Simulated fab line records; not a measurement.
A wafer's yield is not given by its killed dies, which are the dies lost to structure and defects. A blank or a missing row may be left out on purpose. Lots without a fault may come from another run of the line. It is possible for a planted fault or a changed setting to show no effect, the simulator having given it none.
Code-filled problem report in 8D (eight disciplines) form / flow sky130 / the parts of the form that need people (team, actions taken, sign-off) are left out

## 1. PROBLEM STATEMENT
run length s at SKY_FIELD_ISO_ETCH_17 reads a mean of 79.9 s on 2 wafers of 2 lots; wafers without a fault read 126.0 s with a standard deviation of 0.45. So: -99 or more standard deviations from the usual mean.
The step: etches Si in HBr/Cl2/O2, target depth 342 nm, time 97.7 s.
First seen on wafer L760.5, day 6 02:40, on rie si-02. At this step, 39 wafers from 13 lots have a number in the record. Rule for "out", or "out of limits": more than 4 standard deviations from the usual mean. All remaining wafers that have a number are taken as sound.

## 2. WHAT IT IS, WHAT IT ISN'T
question=which readings at this step | is=run length s | is not=drypump motor current A, oes product au, throttle valve pct
question=which lots | is=L760, L761 | is not=L743, L744, L745, L746, L748, L749, L750, L752, L755, L762, L763
question=which wafers of those lots | is=L760.5, L761.3 | is not=L760.1, L760.6, L761.1, L761.5
question=read on which tools | is=rie si-02 | is not=rie si-01
question=when | is=from day 6 02:40 | is not=up to then (29 sound wafers); but 8 sound wafers of L761, L762, L763 came after

## 3. THE SUSPECTS, EACH WITH WHAT RULES IT OUT
Counting: a tool at a process step up to the reading stays a suspect if it ran every lot that is out. Sound lots after the first of them don't rule it out here, since some wafers of a struck lot are sound.
- rie si-02 at SKY_FIELD_ISO_ETCH_17 (etches Si in HBr/Cl2/O2, target depth 342 nm, time 97.7 s): kept. Ran every lot that is out, first one L760 (day 6 02:40); last sound lot up to then L755 (day 5 02:09). Out on those wafers are its own readings of run length s.
- Within rie si-02 at SKY_FIELD_ISO_ETCH_17: the wafers that are out ran in chamber 1; their sound lot-mates ran in chambers 0, 3.
Left after counting: rie si-02 at SKY_FIELD_ISO_ETCH_17.

## 4. THE CAUSE (what the simulator had put in)
rie si-02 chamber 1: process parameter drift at SKY_FIELD_ISO_ETCH_17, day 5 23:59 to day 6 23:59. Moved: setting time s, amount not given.
Only this tool survived the counting.

## 5. THE EFFECT CHAIN, in route order
One row per reading whose mean, taken over the struck wafers that have a number, lies over 3 standard deviations from the usual. Only readings whose record carries a usual standard deviation are examined. hours: median over the lots of the time between each lot's start at the first step of this table that gives one and its start at this step. sigmas: the change, counted in usual standard deviations.
hours=0; step=SKY_FIELD_ISO_ETCH_17; reading=run length s; usual=126.0 s; on struck wafers=79.9; change=-46.1; sigmas=-99 or more
The process steps in it:
- SKY_FIELD_ISO_ETCH_17: etches Si in HBr/Cl2/O2, target depth 342 nm, time 97.7 s.
Later steps that measure or inspect, where all struck wafers having a row at the step show a number for every such reading and not one has moved that far: SKY_NWELL_OVL_MEAS_10.

## 6. HOW IT WOULD HAVE BEEN CAUGHT EARLIER
First out-of-limits reading in this record: day 6 02:40, which is 3 hours after fault onset at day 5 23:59.
